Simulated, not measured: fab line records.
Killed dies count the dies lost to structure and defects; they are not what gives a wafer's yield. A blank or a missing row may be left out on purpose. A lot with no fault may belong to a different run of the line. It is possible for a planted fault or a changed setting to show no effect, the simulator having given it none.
Code-filled problem report in 8D (eight disciplines) form || flow gf180mcu || the parts of the form that need people (team, actions taken, sign-off) are left out

## 1. THE PROBLEM
V4_W_RS at GF_V4_RS_MEAS_24 reads a mean of 0.357 ohm/sq on 1 wafer of 1 lot; wafers without a fault read 0.332 ohm/sq with a standard deviation of 0.0034. That puts it +7.4 standard deviations away from the usual mean.
The step: measures by four-point-probe.
First seen on wafer L779.3, day 28 16:46, on film_metro-01. At this step, 30 wafers from 10 lots have a number in the record. The rule behind "out" and "out of limits": a value lying over 4 standard deviations away from the usual mean. All remaining wafers that have a number are taken as sound.

## 2. WHAT IT IS, AND WHAT IT ISN'T
{"question": "which readings at this step", "is": "V4_W_RS", "is not": "-"}
{"question": "which lots", "is": "L779", "is not": "L766, L767, L768, L769, L770, L783, L784, L785, L789"}
{"question": "which wafers of those lots", "is": "L779.3", "is not": "L779.2, L779.6"}
{"question": "read on which gauges", "is": "film_metro-01", "is not": "film_metro-02, film_metro-03"}
{"question": "when", "is": "from day 28 16:46", "is not": "up to then (17 sound wafers); but 12 sound wafers of L783, L784, L785, L789 came after"}

## 3. SUSPECTS, AND WHAT RULES EACH OUT
Counting: any tool at a process step up to the reading remains a suspect provided it ran every lot that is out. Sound lots after the first of them don't rule it out here, since some wafers of a struck lot are sound.
- the gauge at GF_V4_RS_MEAS_24: kept. All the wafers that are out were read on film_metro-01, and no step on other tools shows them out.
- cvd_w-02 at GF_V4_CVD_23 (deposits W, target thk 350 nm, time 104.9 s): kept. It processed L779, the lot that is out, at day 28 16:37, and its most recent sound lot before then was L769 at day 25 15:02.
Remaining after the count are cvd_w-02 at GF_V4_CVD_23 and film_metro-01 at GF_V4_RS_MEAS_24.

## 4. THE CAUSE (what the simulator had put in)
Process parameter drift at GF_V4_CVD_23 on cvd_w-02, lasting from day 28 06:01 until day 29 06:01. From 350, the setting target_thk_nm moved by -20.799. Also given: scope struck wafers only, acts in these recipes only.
Counting left 2 suspects, and this tool is among them.

## 5. SEQUENCE OF EFFECTS, ordered by route
One row per reading whose mean, taken over the struck wafers that have a number, lies over 3 standard deviations from the usual. Only readings whose record carries a usual standard deviation are examined. hours: median over the lots of the time between each lot's start at the first step of this table that gives one and its start at this step. sigmas: the change, counted in usual standard deviations.
{"hours": 0, "step": "GF_V4_RS_MEAS_24", "reading": "V4_W_RS", "usual": "0.332 ohm/sq", "on struck wafers": 0.357, "change": "+0.025", "sigmas": "+7.4"}
{"hours": 0, "step": "GF_V4_THK_MEAS_25", "reading": "V4_W_THK", "usual": "337 nm", "on struck wafers": 306, "change": -31, "sigmas": -5.2}
At these later measuring or inspecting steps, every struck wafer for which the step has a row has a number for every such reading, and none has moved that far: GF_M5_OVL_MEAS_08, GF_V5_THK_MEAS_01.

## 6. WHAT WOULD HAVE CAUGHT IT SOONER
11 hours passed between the start of the fault at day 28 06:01 and the first reading out of limits at a measuring or inspecting step in this record, taken at day 28 16:46.
Of the tool readings at GF_V4_CVD_23 for which the record gives a usual standard deviation, none was out on any struck wafer, so an alarm limit of 4 standard deviations on them would not have fired.
By day 28 16:46, every lot that is out (1) had started GF_V4_CVD_23 on cvd_w-02. Holding the tool at that point would not have protected any of them.
